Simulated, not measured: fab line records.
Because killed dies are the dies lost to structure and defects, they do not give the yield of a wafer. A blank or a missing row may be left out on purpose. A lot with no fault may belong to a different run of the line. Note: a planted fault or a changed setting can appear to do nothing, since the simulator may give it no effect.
A struck lot beside a sound one :: flow sky130 :: 38 out of 708 route steps
Sound: the wafers L826.2, L826.5, L826.6. Struck: wafers L817.1, L817.5. (L817.4 of the same lot was not struck and is left out.) The cause comes at the end.
Per side, at each step with rows, come the tool, then ch with its chambers, and then its first start. Under that, the readings that differ: sound wafers :: struck wafers :: difference of the means :: sigmas: that difference in standard deviations of wafers without a fault.
alike: readings with means less than 2 such deviations apart, plus words and numbers identical on both sides. not compared: withheld readings, readings lacking a value on some wafer, bounds such as >300 that could conceal the same value, and numbers that have no deviation in the record and whose values overlap.
A row with sigmas, a row that says differs or no value, or rows on one side alone: a step with any of these is where the two part. Non-overlapping numbers with no deviation appear without sigmas and do not part them. A reading that every wafer of one side lacks parts them only if that side has two wafers or more.

first, 9 steps without rows for these wafers: SKY_VIA2_SPUTTER_20 (material TiN, target thk 20 nm, time 80 s); SKY_VIA2_CVD_21 (deposits W, target thk 420 nm, time 126.4 s); SKY_VIA2_CMP_24 (polishes, stops on SiO2, t overpolish 20 s, target thk 0 nm); SKY_METAL3_SPUTTER_00 (material Ti, target thk 15 nm, time 10 s); SKY_METAL3_SPUTTER_01 (material TiN, target thk 20 nm, time 16.7 s); SKY_METAL3_SPUTTER_02 (material AlCu, target thk 735 nm, time 39.1 s); SKY_METAL3_SPUTTER_03 (material Ti, target thk 5 nm, time 3.3 s); SKY_METAL3_SPUTTER_04 (material TiN, target thk 70 nm, time 58.3 s); SKY_CAPM_CVD_00 (deposits SiO2, target thk 15.5 nm).
SKY_CAPM_SPUTTER_02: material TiN, target thk 200 nm, time 166.7 s.
  struck on pvd sputter-03, day 38 19:28; sound on pvd sputter-03, day 42 04:04
reading: model.TiN_of_CAPM_SPUTTER_02.thk nm (nm)
sound: 200.9 200.9 198.2
struck: 100.1 98.5
difference: -100.7
sigmas: 
  alike: throttle valve pct
SKY_CAPM_RS_MEAS_03: measurement is done with a four-point probe.
  struck on film metro-03, day 38 19:35; sound on film metro-03, day 42 04:12
reading: CAPM_TIN_RS (ohm/sq)
sound: 6.90 6.88 6.99
struck: 14.15 14.38
difference: +7.34
sigmas: +97
SKY_CAPM_THK_MEAS_04: measures by xrf.
  struck on film metro-03, day 38 19:42; sound on film metro-03, day 42 04:19
reading: CAPM_TIN_THK (nm)
sound: 199.6 198.8 195.6
struck: 98.9 97.4
difference: -99.8
sigmas: -45
then, 7 steps without rows for these wafers: SKY_CAPM_DEHYDRATE_05 (time 60 s); SKY_CAPM_HMDS_06 (prime time 60 s); SKY_CAPM_COAT_07 (resist thk 1140 nm); SKY_CAPM_SOFTBAKE_08 (time 60 s); SKY_CAPM_EXPOSE_09 (exposes mask CAPM, target cd 1000 nm); SKY_CAPM_PEB_10; SKY_CAPM_DEVELOP_11 (develop time 60 s).
SKY_CAPM_METAL_ETCH_13: etches TiN in Cl2/BCl3, stops on SiO2, target depth 220 nm, time 62.9 s.
  sound on rie metal-02 ch 0,1, day 43 03:13; struck on rie metal-02 ch 1, day 39 20:22
reading: oes product au (a.u.)
sound: 0.947 0.947 0.929
struck: 0.662 0.655
difference: -0.282
sigmas: -39

reading: throttle valve pct (%)
sound: 21.878 21.891 21.907
struck: 22.086 22.082
difference: +0.192
sigmas: +21
  alike: chamber pressure mTorr, drypump motor current A
  not compared: rf hours counter h
then, 16 steps without rows for these wafers: SKY_CAPM_STRIP_14 (strips in O2/N2); SKY_CAPM_STRIP_15 (strips in post etch residue remover, time 1200 s); SKY_CAPM_CLEAN_16 (cleans in IPA, time 180 s); SKY_CAPM_CLEAN_17 (cleans in O3/DIW); SKY_METAL3_DEHYDRATE_05 (time 60 s); SKY_METAL3_HMDS_06 (prime time 60 s); SKY_METAL3_COAT_07 (resist thk 60 nm); SKY_METAL3_COAT_08 (resist thk 1140 nm); SKY_METAL3_SOFTBAKE_09 (time 90 s); SKY_METAL3_EXPOSE_10 (exposes mask MM3, target cd 300 nm); SKY_METAL3_PEB_11; SKY_METAL3_DEVELOP_12 (develop time 60 s); SKY_METAL3_DESCUM_15 (chemistry O2, time 8 s); SKY_METAL3_ETCH_16 (etches BARC in N2/H2, stops on SiO2, time 88.2 s, target depth 60 nm); SKY_METAL3_ETCH_17 (etches SiO2 in C4F8/O2/Ar, stops on TiN, time 3.9 s, target depth 15 nm); SKY_METAL3_METAL_ETCH_18 (etches the open film in Cl2/BCl3, stops on SiO2, target depth 845 nm, time 183.1 s).
SKY_METAL3_STRIP_20: strips in post etch residue remover, time 1200 s.
  sound on wet bench-03 ch 3, day 44 03:56; struck on wet bench-02 ch 2, day 40 22:52
reading: model.TiN_of_CAPM_SPUTTER_02.thk nm (nm)
sound: 200.1 200.1 197.4
struck: 99.28 97.66
difference: -100.73
sigmas: 
-- the record jumps here: 7 days lie between the struck wafers' starts before and after (it left off in module METAL3 and takes up again in module PAD_OPEN, whose first step shown is number 708 of the route) --
SKY_PAD_OPEN_PROBE_99:
  struck on prober-02, day 47 20:33; sound on prober-01, day 50 08:42
reading: model.etest.cap mim.plate ohm sq
sound: 5.981 5.985 6.101
struck: 11.96 12.18
difference: +6.05
sigmas: 

reading: model.etest.cap mim.bv v (V)
sound: 13.72 13.92 13.74
struck: 11.31 11.49
difference: -2.39
sigmas: 

reading: model.etest.cap mim.leak log10 a cm2
sound: -9.05 -9.096 -8.85
struck: -7.696 -7.702
difference: +1.300
sigmas: 
  alike: defect limited yield, killed_at_M0_to_M3, killed_at_M4_up, killed at contacts, killed at front end, killed at other, killed dies, killed open, killed short, sort_bin_3_pad_short, sort_bin_5_function, sort_bin_6_memory, sort n pass, sort yield pct

## WHERE THEY PART
At SKY_CAPM_RS_MEAS_03 first; at SKY_CAPM_METAL_ETCH_13 last (within this record only). Later steps at which nothing parts them and some readings are alike: SKY_PAD_OPEN_PROBE_99.

WHY: the cause the simulator had injected
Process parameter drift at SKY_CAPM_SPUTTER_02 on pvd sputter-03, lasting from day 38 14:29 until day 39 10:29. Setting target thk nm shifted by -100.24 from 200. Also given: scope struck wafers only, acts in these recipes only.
